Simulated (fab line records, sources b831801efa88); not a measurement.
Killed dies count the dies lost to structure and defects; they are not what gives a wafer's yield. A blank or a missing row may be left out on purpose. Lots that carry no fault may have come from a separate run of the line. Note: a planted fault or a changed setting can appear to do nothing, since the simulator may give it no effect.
One fault seen from 2 desks -- flow gf180mcu -- each desk holds nothing but its own numbers, with what lay behind them at the end

== AT THE METROLOGY DESK ==
Means of the sampled wafers that have a number, per lot and without regard to the tool the lot ran on: this is what the gauges read. Any lot whose mean is over 4 standard deviations away from the usual mean is out of limits and marked OUT; that distance is given in the brackets.
Columns: A = VT_IMPLANT_01_OVL at GF_VT_IMPLANT_OVL_MEAS_18, usual -1.0 nm; B = VT_IMPLANT_2_TW at GF_VT_IMPLANT_TW_MEAS_21, usual 1218; C = VT_IMPLANT_02_OVL at GF_VT_IMPLANT_OVL_MEAS_29, usual -0.3 nm
lot,first seen here,A,B,C
L870,day 8 03:43,-2.1,1207,-0.6
L871,day 8 10:05,-0.9,1207,0.8
L872,day 8 13:51,-2.6,1239,1.4
L874,day 9 00:02,0.6,1234,0.1
L883,day 11 12:38,-2.4,1201,0.3
L884,day 11 20:56,-0.5,1195,-0.6
This desk found nothing out of limits on any of the 6 lots.

== AT THE TOOL OWNER'S DESK: implanter-01 ==
GF_VT_IMPLANT_IMPLANT_30, tool's own readings: per-lot mean of the sampled wafers with a number, covering each lot this tool ran. Any lot whose mean is over 4 standard deviations away from the usual mean is out of limits and marked OUT; that distance is given in the brackets.
Columns: A = beam energy keV at GF_VT_IMPLANT_IMPLANT_30, usual 24.999; B = end station pressure torr at GF_VT_IMPLANT_IMPLANT_30, usual 5e-06 Torr
lot,first seen here,A,B
L871,day 9 01:53,24.997,5e-06
L872,day 9 06:34,27.599 (+99 or more) OUT,5e-06
L874,day 9 17:19,27.593 (+99 or more) OUT,5e-06
L883,day 12 07:53,24.998,5e-06
Finding of this desk: L872, L874 out of limits; the first was L872 at day 9 06:34, on beam energy keV at GF_VT_IMPLANT_IMPLANT_30. L871, L883 stayed within limits.

== PUT TOGETHER ==
The tool owner's desk had the chance to raise an alarm at day 9 06:34 on L872, L874.
At the metrology desk, nothing out of limits was observed.
The metrology desk has L872, L874 on record, within its limits.
On implanter-01, each named lot ran GF_VT_IMPLANT_IMPLANT_30.

== WHAT THE SIMULATOR PUT IN ==
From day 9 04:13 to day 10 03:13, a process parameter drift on implanter-01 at GF_VT_IMPLANT_IMPLANT_30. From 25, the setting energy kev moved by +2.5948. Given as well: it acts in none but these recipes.
Lots struck among those shown: L872, L874.
Time in hours from fault onset to the first out-of-limits reading at each desk: the tool owner's desk, 2.
